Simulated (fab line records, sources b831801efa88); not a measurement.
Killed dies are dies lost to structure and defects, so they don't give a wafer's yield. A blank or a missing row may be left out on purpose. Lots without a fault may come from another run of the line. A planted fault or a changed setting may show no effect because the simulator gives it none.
fab line records | flow sky130
record lots=5 wafers=15 last_day=50
route steps=708 shown VT_ADJUST_LVTN@111 VT_ADJUST_NCORE@119 VT_ADJUST_HVTR@131 PAD_OPEN@708
lots that met no fault: from a run of the same line without faults
start_h: hours from the record's first day to the start of the lot's first wafer shown | wait_h: hours since the lot's step before | " the same as in the row above | L1.1+2: a row that stands for several wafers | - no value, or no start given | * or withheld: withheld | < > ~ a bound
route shown NAME@n: a module of which the file shows steps, and the number in the route of the first | usual: mean/standard deviation of fault-free wafers | same: alike in all rows | chamber/n: place in a boat | sites: the reading at each site | _std_site: their standard deviation | _edge_site: outer sites' mean less inner sites' | radius_mm: how far each site lies from the wafer's centre | mask NAME#n: copy n | behind: the tool/chamber that last shaped the wafer | hold: why the lot was held/for how many hours/how that ended | device: the transistor (n, p or np) that didn't switch | end of line: the same wafers' tests at the end of the route | a step without rows: its recipe alone | killed: dies lost to structure and defects at the first sort, not the wafer's yield | map: a wafer's dies, x killed, . not, _ none there
set.NAME: the setting as run; set.NAME@STEP: as run at that earlier step | model.NAME: the simulator's own value behind a step, which no gauge read
lots at some steps of the route; a table a step, a row a wafer
services: from which hour (start_h, from the record's first day; less than 0 if before it) a tool's chamber was out of use, for how many hours, and why
## steps
# step SKY_VT_ADJUST_LVTN_SOFTBAKE_14
# recipe temp_c=90 time_s=60 resist=NOVOLAK
# step SKY_VT_ADJUST_LVTN_EXPOSE_15
# recipe mask_id=HVN_STD_DERIVED na=0.6 source_shape=conventional sigma_outer=0.6 polarization=unpolarized target_cd_nm=600 dose_mj=163
# step SKY_VT_ADJUST_LVTN_PEB_16
# recipe temp_c=withheld time_s=* resist=NOVOLAK
# step SKY_VT_ADJUST_LVTN_DEVELOP_17
# recipe resist=NOVOLAK developer=TMAH develop_time_s=60 dev_temp_c=23
# step SKY_VT_ADJUST_LVTN_OVL_MEAS_18
# usual VT_ADJUST_LVTN_01_OVL=-0.1/1.6
# columns lot.wafer tool chamber start_h wait_h VT_ADJUST_LVTN_01_OVL[nm]
L265.1 overlay-02 - 177.71 0.1 -2.8
L265.3 " - " " -0.5
L265.6 " - " " -2.5
L267.1 overlay-02 - 194.31 0.1 -1.9
L267.2 " - " " -1.8
L267.6 " - " " -2.1
L275.1 overlay-02 - 243.41 0.1 0.1
L275.2 " - " " 2.1
L275.4 " - " " 2.5
L278.2 overlay-02 - 262.42 0.1 -0.4
L278.3 " - " " -0.1
L278.4 " - " " -0.3
L283.2 overlay-02 - 294.12 0.1 2.0
L283.4 " - " " 2.7
L283.5 " - " " 3.2
# step SKY_VT_ADJUST_LVTN_IMPLANT_19
# recipe species=B energy_kev=30 dose_cm2=6.5e+11 tilt_deg=withheld
# step SKY_VT_ADJUST_LVTN_STRIP_20
# recipe chemistry=O2/N2 power_w=1400 pressure_mtorr=1500 platen_temp_c=withheld o2_flow_sccm=3000 n2_flow_sccm=300 overash_fraction=0.5
# usual drypump_motor_current_A=5.8/0.41 oes_product_au=0.716/0.0046 strip_time_to_endpoint_s=14.19/0.042
# columns lot.wafer tool chamber start_h wait_h drypump_motor_current_A oes_product_au rf_hours_counter_h strip_time_to_endpoint_s
L265.1 plasma_asher-02 0 177.90 0.1 5.9 0.719 6 14.20
L265.3 " 0 " " 5.9 0.721 - 14.21
L265.6 " 1 " " 5.9 0.715 - 14.21
L267.1 plasma_asher-02 0 194.50 0.1 5.9 0.713 7 14.17
L267.2 " 1 " " 5.9 0.717 7 14.17
L267.6 " 0 " " 5.9 0.714 - 14.16
L275.1 plasma_asher-01 0 243.60 0.1 5.5 0.720 47 14.24
L275.2 " 1 " " 5.2 0.716 47 14.22
L275.4 " 1 " " 5.2 0.714 - 14.25
L278.2 plasma_asher-03 0 262.60 0.1 6.5 0.717 59 14.26
L278.3 " 1 " " 6.0 0.720 - 14.19
L278.4 " 0 " " 6.5 0.718 - 14.18
L283.2 plasma_asher-01 0 294.30 0.1 5.5 0.716 52 14.14
L283.4 " 1 " " 5.2 0.716 - 14.12
L283.5 " 0 " " 5.5 0.714 - 14.16
# step SKY_VT_ADJUST_LVTN_TW_MEAS_21
# usual VT_ADJUST_LVTN_2_TW=187.3/1.6
# columns lot.wafer tool chamber start_h wait_h VT_ADJUST_LVTN_2_TW
L265.1 film_metro-04 - 178.00 0.1 187.5
L265.3 " - " " 186.9
L265.6 " - " " 187.2
L267.1 film_metro-03 - 194.60 0.1 186.4
L267.2 " - " " 187.1
L267.6 " - " " 187.3
L275.1 film_metro-04 - 243.70 0.1 186.9
L275.2 " - " " 187.1
L275.4 " - " " 185.2
L278.2 film_metro-04 - 262.71 0.1 185.6
L278.3 " - " " 185.3
L278.4 " - " " 186.5
L283.2 film_metro-04 - 294.41 0.1 189.1
L283.4 " - " " 190.2
L283.5 " - " " 189.6
# step SKY_VT_ADJUST_NCORE_DEHYDRATE_00
# recipe temp_c=200 time_s=60
# step SKY_VT_ADJUST_NCORE_HMDS_01
# recipe prime_time_s=60 prime_temp_c=120
# step SKY_VT_ADJUST_NCORE_COAT_02
# recipe resist=NOVOLAK spin_rpm=3000 resist_thk_nm=1140
# step SKY_VT_ADJUST_NCORE_SOFTBAKE_03
# recipe temp_c=90 time_s=60 resist=NOVOLAK
# step SKY_VT_ADJUST_NCORE_EXPOSE_04
# recipe mask_id=LVTN_COMPLEMENT_THIN na=0.6 source_shape=conventional sigma_outer=0.6 polarization=unpolarized target_cd_nm=380 dose_mj=139
# usual focus_offset_nm=0.1/0.5 stage_vel_mm_s=500.03/0.26
# columns lot.wafer tool chamber start_h wait_h mask focus_offset_nm stage_vel_mm_s
L265.1 iline_stepper-02 0 188.36 - LVTN_COMPLEMENT_THIN#0 0.0 499.78
L265.3 " 0 " " LVTN_COMPLEMENT_THIN#0 0.3 499.97
L265.6 " 0 " " LVTN_COMPLEMENT_THIN#0 0.6 499.78
L267.1 iline_stepper-02 0 205.00 - HVN_STD_DERIVED#0 -0.2 499.37
L267.2 " 0 " " HVN_STD_DERIVED#0 0.3 499.59
L267.6 " 0 " " HVN_STD_DERIVED#0 -0.5 499.92
L275.1 iline_stepper-02 0 254.96 - LVTN_COMPLEMENT_THIN#0 0.3 500.22
L275.2 " 0 " " LVTN_COMPLEMENT_THIN#0 0.2 499.73
L275.4 " 0 " " LVTN_COMPLEMENT_THIN#0 0.1 500.03
L278.2 iline_stepper-02 0 274.33 - LVTN_COMPLEMENT_THIN#0 0.3 499.82
L278.3 " 0 " " LVTN_COMPLEMENT_THIN#0 -0.2 499.77
L278.4 " 0 " " LVTN_COMPLEMENT_THIN#0 -0.1 500.10
L283.2 iline_stepper-02 0 307.21 - LVTN_COMPLEMENT_THIN#0 -0.4 499.69
L283.4 " 0 " " LVTN_COMPLEMENT_THIN#0 -0.3 499.88
L283.5 " 0 " " LVTN_COMPLEMENT_THIN#0 -0.5 500.10
# step SKY_VT_ADJUST_NCORE_PEB_05
# recipe temp_c=withheld time_s=* resist=NOVOLAK
# step SKY_VT_ADJUST_NCORE_DEVELOP_06
# recipe resist=NOVOLAK developer=TMAH develop_time_s=60 dev_temp_c=23
# step SKY_VT_ADJUST_NCORE_CD_MEAS_07
# recipe target_cd_nm=380
# usual cd_nm=380.0/1.8
# columns lot.wafer tool chamber start_h wait_h cd_nm
L265.1 cd_sem-01 - 199.16 0.1 380.2
L265.3 " - " " 378.2
L265.6 " - " " 380.6
L267.1 cd_sem-01 - 215.00 0.1 -
L267.2 " - " " -
L267.6 " - " " -
L275.1 cd_sem-02 - 266.64 0.1 379.5
L275.2 " - " " 377.7
L275.4 " - " " 379.9
L278.2 cd_sem-02 - 286.61 0.1 378.9
L278.3 " - " " 378.0
L278.4 " - " " 378.6
L283.2 cd_sem-02 - 319.92 0.1 378.2
L283.4 " - " " 380.0
L283.5 " - " " 378.0
# step SKY_VT_ADJUST_NCORE_OVL_MEAS_08
# usual VT_ADJUST_NCORE_OVL=-0.5/1.3
# columns lot.wafer tool chamber start_h wait_h VT_ADJUST_NCORE_OVL[nm]
L265.1 overlay-02 - 200.78 1.6 -0.3
L265.3 " - " " -1.0
L265.6 " - " " -1.4
L267.1 overlay-02 - 215.12 0.1 -
L267.2 " - " " -
L267.6 " - " " -
L275.1 overlay-02 - 267.45 0.8 0.5
L275.2 " - " " 1.1
L275.4 " - " " 0.7
L278.2 overlay-02 - 286.72 0.1 1.6
L278.3 " - " " 2.6
L278.4 " - " " 1.8
L283.2 overlay-02 - 320.03 0.1 0.0
L283.4 " - " " -0.3
L283.5 " - " " 1.0
# step SKY_VT_ADJUST_NCORE_IMPLANT_09
# recipe species=B energy_kev=10 dose_cm2=2.4e+12 tilt_deg=withheld
# step SKY_VT_ADJUST_NCORE_STRIP_10
# recipe chemistry=O2/N2 power_w=1400 pressure_mtorr=1500 platen_temp_c=withheld o2_flow_sccm=3000 n2_flow_sccm=300 overash_fraction=0.5
# usual drypump_motor_current_A=6.0/0.43 oes_product_au=0.716/0.0049 strip_time_to_endpoint_s=14.19/0.037
# columns lot.wafer tool chamber start_h wait_h drypump_motor_current_A oes_product_au rf_hours_counter_h strip_time_to_endpoint_s
L265.1 plasma_asher-02 1 200.97 0.1 5.9 0.716 8 14.16
L265.3 " 1 " " 5.9 0.717 - 14.19
L265.6 " 0 " " 5.9 0.712 - 14.14
L267.1 plasma_asher-02 0 215.31 0.1 5.9 0.718 10 14.19
L267.2 " 1 " " 5.9 0.715 10 14.22
L267.6 " 1 " " 5.9 0.718 - 14.20
L275.1 plasma_asher-03 1 267.64 0.1 6.0 0.711 59 14.16
L275.2 " 0 " " 6.6 0.713 59 14.17
L275.4 " 0 " " 6.5 0.723 - 14.24
L278.2 plasma_asher-02 0 286.90 0.1 5.9 0.718 17 14.11
L278.3 " 0 " " 5.9 0.726 - 14.13
L278.4 " 1 " " 5.9 0.714 - 14.12
L283.2 plasma_asher-02 1 320.21 0.1 5.9 0.716 20 14.15
L283.4 " 1 " " 5.9 0.711 - 14.09
L283.5 " 1 " " 5.9 0.719 - 14.14
# step SKY_VT_ADJUST_NCORE_TW_MEAS_11
# usual VT_ADJUST_NCORE_TW=220.0/1.5
# columns lot.wafer tool chamber start_h wait_h VT_ADJUST_NCORE_TW
L265.1 film_metro-04 - 201.07 0.1 217.0
L265.3 " - " " 217.0
L265.6 " - " " 217.0
L267.1 film_metro-04 - 215.41 0.1 29.8
L267.2 " - " " 29.7
L267.6 " - " " 29.5
L275.1 film_metro-01 - 267.74 0.1 219.7
L275.2 " - " " 221.3
L275.4 " - " " 219.8
L278.2 film_metro-04 - 287.07 0.1 219.8
L278.3 " - " " 218.8
L278.4 " - " " 217.9
L283.2 film_metro-01 - 320.32 0.1 221.5
L283.4 " - " " 222.2
L283.5 " - " " 222.7
# step SKY_VT_ADJUST_HVTR_DEHYDRATE_00
# recipe temp_c=200 time_s=60
# step SKY_PAD_OPEN_PROBE_99
# columns lot.wafer tool chamber start_h wait_h model.etest.nfet_16v.r_on_ohm_um model.etest.pfet_16v.r_on_ohm_um model.etest.pfet_g5v0d10v5.r_on_ohm_um model.etest.tip_p.rs_ohm_sq model.etest.pfet_01v8.r_on_ohm_um model.etest.tip_p_5v.rs_ohm_sq model.etest.pfet_g5v0d10v5.drive_ua_um model.etest.sram_nfet_pass.drive_ua_um
L265.1 prober-01 - 1088.88 0.1 1.394e+04 1.558e+04 4661 6870 2819 2890 347.3 494.4
L265.3 prober-01 - 1088.98 0.2 1.396e+04 1.512e+04 4689 6825 2802 2874 342.7 502.9
L265.6 prober-01 - 1089.13 0.2 1.395e+04 1.53e+04 4704 6901 2894 2876 345.4 492.5
L267.1 prober-02 - 1118.58 0.1 1.224e+04 1.685e+04 5910 7432 3288 3135 249.3 581.7
L267.2 prober-02 - 1118.63 0.1 1.237e+04 1.685e+04 6091 7418 3339 3113 246.4 587.6
L267.6 prober-02 - 1118.83 0.2 1.228e+04 1.704e+04 6018 7459 3269 3139 245.3 576.9
L275.1 prober-01 - 1149.05 0.1 1.442e+04 1.512e+04 4723 6740 2774 2859 342.4 491.6
L275.2 prober-01 - 1149.10 0.1 1.446e+04 1.532e+04 4729 6722 2730 2863 339.6 489.9
L275.4 prober-01 - 1149.20 0.2 1.449e+04 1.528e+04 4726 6675 2719 2870 346.3 503.6
L278.2 prober-02 - 1159.28 0.1 1.447e+04 1.551e+04 4775 6879 2888 2801 339 493.2
L278.3 prober-02 - 1159.33 0.2 1.434e+04 1.511e+04 4734 6873 2908 2812 343.4 504.4
L278.4 prober-02 - 1159.38 0.2 1.442e+04 1.522e+04 4701 6906 2861 2827 348.1 491.7
L283.2 prober-02 - 1195.30 0.1 1.391e+04 1.558e+04 4648 6776 2759 2890 347.9 487.4
L283.4 prober-02 - 1195.40 0.2 1.403e+04 1.55e+04 4670 6804 2775 2925 338.3 478.7
L283.5 prober-02 - 1195.45 0.2 1.423e+04 1.562e+04 4864 6776 2839 2920 333.7 465.1
# killed by level:class
L265.1 VIA1:geometric_particle:open=14 VIA1:geometric_particle:short=10 LI_CONTACT:geometric_particle:open=9 CONTACT:geometric_particle:open=6 METAL1:geometric_particle:short=5 FIELD_ISO:geometric_particle:open=4 LOCAL_INTERCONNECT:geometric_particle:open=4 CONTACT:geometric_particle:short=4
L265.3 CONTACT:geometric_particle:open=13 VIA1:geometric_particle:open=8 METAL1:geometric_particle:short=7 VIA3:geometric_particle:open=6 LI_CONTACT:geometric_particle:open=5 VIA1:geometric_particle:short=5 METAL2:geometric_particle:short=5 CONTACT:geometric_particle:short=4
L265.6 VIA1:geometric_particle:open=15 CONTACT:geometric_particle:open=11 METAL2:geometric_particle:short=8 LI_CONTACT:geometric_particle:short=6 LOCAL_INTERCONNECT:geometric_particle:short=5 VIA2:geometric_particle:open=5 METAL1:geometric_particle:short=4 POLY_GATE:geometric_particle:open=4
L275.1 LI_CONTACT:geometric_particle:open=12 METAL1:geometric_particle:short=7 CONTACT:geometric_particle:open=7 VIA1:geometric_particle:open=7 CONTACT:geometric_particle:short=5 VIA3:geometric_particle:short=5 FIELD_ISO:geometric_particle:short=4 POLY_GATE:geometric_particle:short=4
L275.2 VIA1:geometric_particle:open=13 CONTACT:geometric_particle:open=11 LI_CONTACT:geometric_particle:open=8 CONTACT:geometric_particle:short=8 LI_CONTACT:geometric_particle:short=7 METAL2:geometric_particle:short=6 VIA3:geometric_particle:open=6 METAL1:geometric_particle:short=5
L275.4 VIA1:geometric_particle:open=11 CONTACT:geometric_particle:open=9 METAL1:geometric_particle:short=7 VIA2:geometric_particle:short=7 VIA2:geometric_particle:open=7 VIA3:geometric_particle:open=6 FIELD_ISO:geometric_particle:short=5 CONTACT:geometric_particle:short=5
L278.2 CONTACT:geometric_particle:open=11 VIA1:geometric_particle:open=11 VIA1:geometric_particle:short=8 LI_CONTACT:geometric_particle:open=7 VIA2:geometric_particle:open=6 LOCAL_INTERCONNECT:geometric_particle:short=5 CONTACT:geometric_particle:short=5 METAL2:geometric_particle:short=5
L278.3 VIA1:geometric_particle:open=12 POLY_GATE:geometric_particle:open=9 CONTACT:geometric_particle:open=7 LOCAL_INTERCONNECT:geometric_particle:short=6 CONTACT:geometric_particle:short=6 METAL1:geometric_particle:short=6 METAL2:geometric_particle:short=5 VIA2:geometric_particle:open=5
L278.4 METAL1:geometric_particle:short=12 VIA1:geometric_particle:open=12 LI_CONTACT:geometric_particle:open=10 POLY_GATE:geometric_particle:open=9 CONTACT:geometric_particle:open=8 VIA2:geometric_particle:open=8 LOCAL_INTERCONNECT:geometric_particle:short=6 CONTACT:geometric_particle:short=6
L283.2 VIA1:geometric_particle:open=9 METAL2:geometric_particle:short=9 LI_CONTACT:geometric_particle:open=7 VIA1:geometric_particle:short=7 VIA3:geometric_particle:open=6 POLY_GATE:geometric_particle:short=5 POLY_GATE:geometric_particle:open=5 CONTACT:geometric_particle:open=5
L283.4 VIA1:geometric_particle:open=15 VIA3:geometric_particle:open=12 LI_CONTACT:geometric_particle:open=11 CONTACT:geometric_particle:open=9 METAL1:geometric_particle:short=6 FIELD_ISO:geometric_particle:open=5 FIELD_ISO:geometric_particle:short=5 POLY_GATE:geometric_particle:short=4
L283.5 VIA1:geometric_particle:open=15 METAL2:geometric_particle:short=8 POLY_GATE:geometric_particle:short=7 FIELD_ISO:geometric_particle:open=6 CONTACT:geometric_particle:open=6 FIELD_ISO:geometric_particle:short=5 VIA1:geometric_particle:short=5 CONTACT:geometric_particle:short=5
## services
# columns tool chamber start_h hours kind
plasma_asher-02 - 193.56 0.6 repair
iline_stepper-02 - 227.56 1.7 pm
plasma_asher-03 - 260.79 0.9 repair
plasma_asher-03 - 307.75 2.1 repair
## key
first_sign step=SKY_VT_ADJUST_NCORE_EXPOSE_04 reading=mask direction=changed
effect step=SKY_VT_ADJUST_NCORE_CD_MEAS_07 reading=cd_nm direction=missing
effect step=SKY_VT_ADJUST_NCORE_OVL_MEAS_08 reading=VT_ADJUST_NCORE_OVL direction=missing
effect step=SKY_VT_ADJUST_NCORE_TW_MEAS_11 reading=VT_ADJUST_NCORE_TW direction=down sigmas=99+ usual=220.0 struck=29.7
model_effect step=SKY_PAD_OPEN_PROBE_99 value=etest.nfet_16v.r_on_ohm_um without=1.389e+04 struck=1.23e+04
met_at SKY_VT_ADJUST_NCORE_EXPOSE_04
struck_wafers L267.1,L267.2,L267.6
sort_left_out L267.1,L267.2,L267.6
tester_left_out L267
onset_between 188.36 205.00
fault kind=wrong_mask tool=any chamber=- onset_h=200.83 steps=SKY_VT_ADJUST_NCORE_EXPOSE_04 aux_copy=HVN_STD_DERIVED#0 scope=struck_lots_only
# tester_left_out: of these lots the tester's yield and bins aren't shown, on N5 and GAA mostly nor the transistor test; their killed dies are dies lost to structure and defects alone, not to doping, threshold or leakage, so they don't give the yield
# sort_left_out: the simulated sort isn't trusted on such a fault, so these wafers' sort isn't shown, and their yield isn't known
